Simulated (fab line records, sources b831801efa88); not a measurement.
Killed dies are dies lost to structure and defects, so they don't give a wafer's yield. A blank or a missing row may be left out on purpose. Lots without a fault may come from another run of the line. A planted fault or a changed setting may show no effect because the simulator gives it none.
Tool commonality check | flow gf180mcu | 13 lots, 45 wafers sampled

WHY IT WAS OPENED
At GF_M5_CD_MEAS_07 the reading cd_nm is flagged on 2 of 13 lots. Wafers without a fault read 280.4 nm, standard deviation 1.1.
Rule: a lot is flagged when every wafer of it that has a number lies more than 4 standard deviations from that mean, or none has a number. The other lots count as sound.

lot  | measured     | on        | cd_nm (nm), wafer by wafer          | flag
L529 | day 26 07:27 | cd_sem-01 | 279.1 280.5 279.8                   |
L530 | day 26 17:01 | cd_sem-02 | 280.5 280.6 280.2                   |
L531 | day 27 02:27 | cd_sem-02 | 282.2 281.3 281.2                   |
L532 | day 27 03:51 | cd_sem-02 | 281.1 280.6 280.8                   |
L534 | day 28 01:22 | cd_sem-01 | 280.2 280.5 281.6                   |
L536 | day 28 09:10 | cd_sem-02 | 280.4 281.3 280.7                   |
L538 | day 29 04:59 | cd_sem-02 | 281.6 281.2 280.9                   |
L539 | day 29 11:45 | cd_sem-01 | 281.4 281.4 280.4                   |
L542 | day 30 07:18 | cd_sem-01 | 282.2 281.4 281.3                   |
L547 | day 31 16:36 | cd_sem-01 | 273.6 272.5 273.3 273.7 272.5 273.7 | FLAGGED
L548 | day 31 20:34 | cd_sem-02 | 278.4 279.3 279.8                   |
L549 | day 32 01:16 | cd_sem-01 | 271.6 273.9 272.7 271.6 273.6 271.9 | FLAGGED
L550 | day 32 08:22 | cd_sem-01 | 281.6 280.7 281.1                   |
The numbers of the flagged lots are 272.9 nm on average: -7.5 nm against the usual, or -7 standard deviations.

WHICH TOOL RAN EACH LOT
The record holds 1 process step before the reading, out of a route of 602 steps. In each cell: the tool, then ch and the chambers that the sampled wafers went through, then the start.
lot  | flag    | GF_M5_PEB_05
L529 |         | litho_track-04 ch 0, day 26 07:08
L530 |         | litho_track-04 ch 0, day 26 16:40
L531 |         | litho_track-01 ch 0, day 27 02:06
L532 |         | litho_track-03 ch 0, day 27 03:30
L534 |         | litho_track-04 ch 0, day 28 01:01
L536 |         | litho_track-04 ch 0, day 28 08:49
L538 |         | litho_track-03 ch 0, day 29 04:40
L539 |         | litho_track-01 ch 0, day 29 11:24
L542 |         | litho_track-03 ch 0, day 30 06:57
L547 | FLAGGED | litho_track-03 ch 0, day 31 16:15
L548 |         | litho_track-04 ch 0, day 31 20:13
L549 | FLAGGED | litho_track-03 ch 0, day 32 00:56
L550 |         | litho_track-04 ch 0, day 32 08:01
What these steps do:
- GF_M5_PEB_05: peb time 90 s.
- GF_M5_CD_MEAS_07: target cd 280 nm.

FLAGGED OVER TOTAL, TOOL BY TOOL (the gauges that took the reading come last)
step             | tool           | lots run | flagged | share of the flagged lots | sound lots run after its first flagged lot
GF_M5_PEB_05     | litho_track-01 | 2        | 0       | none                      | -
GF_M5_PEB_05     | litho_track-03 | 5        | 2       | all                       | 0
GF_M5_PEB_05     | litho_track-04 | 6        | 0       | none                      | -
GF_M5_CD_MEAS_07 | cd_sem-01      | 7        | 2       | all                       | 1 (L550)
GF_M5_CD_MEAS_07 | cd_sem-02      | 6        | 0       | none                      | -

WHAT THE TABLE ALLOWS
2 rows of the table ran every flagged lot: litho_track-03 at GF_M5_PEB_05, cd_sem-01 at GF_M5_CD_MEAS_07.
- litho_track-03 at GF_M5_PEB_05: 2 of its 5 lots flagged. Its last sound lot is L542 (day 30 06:57), its first flagged lot L547 (day 31 16:15): a fault that began between those two fits. Its own readings lie more than 4 standard deviations out on every wafer of the flagged lots: heater_power_total_W, plate_temp_C.
- cd_sem-01 at GF_M5_CD_MEAS_07: 2 of its 7 lots flagged. Sound lots ran on it after the first flagged one (L550), which a lasting fault on the whole tool wouldn't allow.
One tool is left: litho_track-03 at GF_M5_PEB_05.

WHAT THE SIMULATOR HAD PUT IN
Process parameter drift: litho_track-03, from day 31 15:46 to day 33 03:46, at GF_M5_PEB_05. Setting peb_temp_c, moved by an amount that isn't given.
Lots struck among those shown: L547, L549. The rule above found the same.
